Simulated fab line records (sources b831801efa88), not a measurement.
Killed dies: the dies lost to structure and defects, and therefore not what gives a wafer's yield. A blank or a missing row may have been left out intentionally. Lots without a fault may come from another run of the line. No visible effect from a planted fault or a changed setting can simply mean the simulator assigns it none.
Code-filled problem report in 8D (eight disciplines) form	flow gf180mcu	the parts of the form that need people (team, actions taken, sign-off) are left out

1. WHAT IS WRONG
Mean CONTACT_W_RS at GF_CONTACT_RS_MEAS_25: 0.453 ohm/sq over 2 wafers in 2 lots; fault-free wafers: 0.381 ohm/sq, standard deviation 0.0063. That is +11 standard deviations from the usual mean.
The step: measures by four-point-probe.
First seen on wafer L667.5, day 20 09:41, on film_metro-03. Wafers with a number at this step in the record: 36, from 12 lots. By rule, "out" or "out of limits" means more than 4 standard deviations away from the usual mean. Any other wafer with a number is counted as sound.

2. WHAT IT IS AND WHAT IT IS NOT
question	is	is not
which readings at this step	CONTACT_W_RS	-
which lots	L667, L668	L655, L657, L659, L660, L662, L664, L665, L670, L671, L677
which wafers of those lots	L667.5, L668.3	L667.2, L667.6, L668.1, L668.4
read on which gauges	film_metro-01, film_metro-03	film_metro-04
when	from day 20 09:41	up to then (23 sound wafers); but 11 sound wafers of L668, L670, L671, L677 came after

3. THE SUSPECTS, EACH WITH WHAT RULES IT OUT
Counting: a tool at a process step up to the reading stays a suspect if it ran every lot that is out. Sound lots after the first of them don't rule it out here, since some wafers of a struck lot are sound.
- the gauge at GF_CONTACT_RS_MEAS_25: ruled out. Those wafers that are out were read across 2 gauges (film_metro-01, film_metro-03).
- cvd_w-02 at GF_CONTACT_CVD_24 (deposits W, target thk 300 nm, time 90.339 s): kept. Every lot that is out went through it, the first being L667 (day 20 09:34); the last sound lot it ran before that was L665 (day 19 20:10).
- The sound lot-mates ran in chamber 0 of cvd_w-02 at GF_CONTACT_CVD_24, but the wafers that are out ran in chamber 1.
The count leaves cvd_w-02 at GF_CONTACT_CVD_24.

4. THE CAUSE (what the simulator had put in)
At GF_CONTACT_CVD_24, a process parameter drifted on cvd_w-02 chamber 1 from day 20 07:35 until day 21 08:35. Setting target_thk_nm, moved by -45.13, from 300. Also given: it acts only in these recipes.
Only this tool survived the counting.

5. THE EFFECT CHAIN, in route order
Rows list readings where the struck wafers' mean (over those with a number) sits beyond 3 standard deviations from the usual. Scope: only readings with a usual standard deviation given in the record; hours: median across lots of the time from each lot's start at the first step in this table that gives one to its start at this step; sigmas: change in usual standard deviations.
hours	step	reading	usual	on struck wafers	change	sigmas
0	GF_CONTACT_RS_MEAS_25	CONTACT_W_RS	0.381 ohm/sq	0.453	+0.072	+11
0	GF_CONTACT_THK_MEAS_26	CONTACT_W_THK	303 nm	254	-48	-8.7
0	GF_CONTACT_CMP_27	time_to_endpoint_s	73.1 s	59.0	-14.1	-4.9
Process steps it contains:
- GF_CONTACT_CMP_27: polishes, stops on SiO2, t overpolish 15 s, target thk 0 nm.
Later steps that measure or inspect, where all struck wafers having a row at the step show a number for every such reading and not one has moved that far: GF_M1_THK_MEAS_06.

6. HOW IT WOULD HAVE BEEN CAUGHT EARLIER
Counted from the fault's start at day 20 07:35, it took 2 hours until the first out-of-limits reading at a measuring or inspecting step in this record, taken at day 20 09:41.
No tool reading at GF_CONTACT_CVD_24 that has a usual standard deviation in the record was out on any struck wafer, so an alarm limit of 4 standard deviations on those readings would not have fired.
L668, from the lots that are out (2), started GF_CONTACT_CVD_24 on cvd_w-02 later than day 20 09:41. A tool hold placed at that time would have kept it from harm.
